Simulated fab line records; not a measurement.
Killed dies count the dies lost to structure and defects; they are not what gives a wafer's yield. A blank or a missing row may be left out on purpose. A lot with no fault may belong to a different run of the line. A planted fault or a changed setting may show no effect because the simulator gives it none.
Code-filled problem report in 8D (eight disciplines) form | flow gf180mcu | the parts of the form that need people (team, actions taken, sign-off) are left out

## 1. THE PROBLEM
Wafers without a fault read 40.00 Torr, standard deviation 0.079; chamber pressure Torr at GF_V5_CVD_23 reads a mean of 42.06 Torr on 4 wafers belonging to 2 lots. Relative to the usual mean, that is a shift of +26 standard deviations.
The step: deposits W, target thk 350 nm, time 104.9 s.
Seen first at day 32 06:31 on cvd w-01, wafer L850.5. Wafers with a number at this step in the record: 39, from 13 lots. Rule for "out" (also "out of limits"): further than 4 standard deviations from the usual mean. The other wafers with a number count as sound.

## 2. WHAT IT IS; WHAT IT IS NOT
question                    | is                             | is not
which readings at this step | chamber pressure Torr          | heater power outer w, heater power w
which lots                  | L850, L852                     | L833, L834, L835, L836, L837, L838, L839, L841, L842, L854, L855
which wafers of those lots  | L850.5, L852.1, L852.3, L852.6 | L850.4, L850.6
read on which tools         | cvd w-01                       | cvd w-02
when                        | from day 32 06:31              | up to then (29 sound wafers); but 6 sound wafers of L854, L855 came after

## 3. SUSPECTS, AND WHAT RULES EACH OUT
Counting: any tool at a process step up to the reading remains a suspect provided it ran every lot that is out. Sound lots after the first of them don't rule it out here, since some wafers of a struck lot are sound.
- pvd sputter-04 at GF_M4_SPUTTER_01 (material TiN, target thk 30 nm, time 25 s): kept. It ran every lot that is out, first L850 (day 28 04:36).
- rie metal-03 at GF_M4_METAL_ETCH_16 (etches the open film in Cl2/BCl3, stops on SiO2, target depth 750.8 nm, time 125.1 s): kept. Ran every lot that is out, first one L850 (day 29 00:23); last sound lot up to then L837 (day 24 20:46).
- cvd w-01 at GF_V5_CVD_23 (deposits W, target thk 350 nm, time 104.9 s): kept. Ran every lot that is out, first one L850 (day 32 06:31); last sound lot up to then L841 (day 29 23:22). Its own readings are out on those wafers: chamber pressure Torr.
- At GF_V5_CVD_23 on cvd w-01, chamber 1 took the sound wafers of the same lots and chamber 0 took the wafers that are out.
Still standing after the count: pvd sputter-04 at GF_M4_SPUTTER_01, rie metal-03 at GF_M4_METAL_ETCH_16, cvd w-01 at GF_V5_CVD_23.

## 4. THE CAUSE (what the simulator had put in)
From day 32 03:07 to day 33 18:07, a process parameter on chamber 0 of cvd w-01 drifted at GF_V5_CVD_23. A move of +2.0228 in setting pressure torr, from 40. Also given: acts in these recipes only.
Counting left 3 suspects, and this tool is among them.

## 5. THE EFFECT CHAIN, in route order
One row per reading whose mean, taken over the struck wafers that have a number, lies over 3 standard deviations from the usual. Only readings for which the record gives a usual standard deviation are gone through. hours: the time from each lot's start at the first step in this table that gives one to its start at this step, as a median over the lots. sigmas: the change in usual standard deviations.
hours | step         | reading               | usual      | on struck wafers | change | sigmas
0     | GF_V5_CVD_23 | chamber pressure Torr | 40.00 Torr | 42.06            | +2.06  | +26
Here are the process steps it includes:
- GF_V5_CVD_23: deposits W, target thk 350 nm, time 104.9 s.

## 6. WHAT WOULD HAVE CAUGHT IT SOONER
First out-of-limits reading in this record: day 32 06:31, which is 3 hours after fault onset at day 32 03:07.
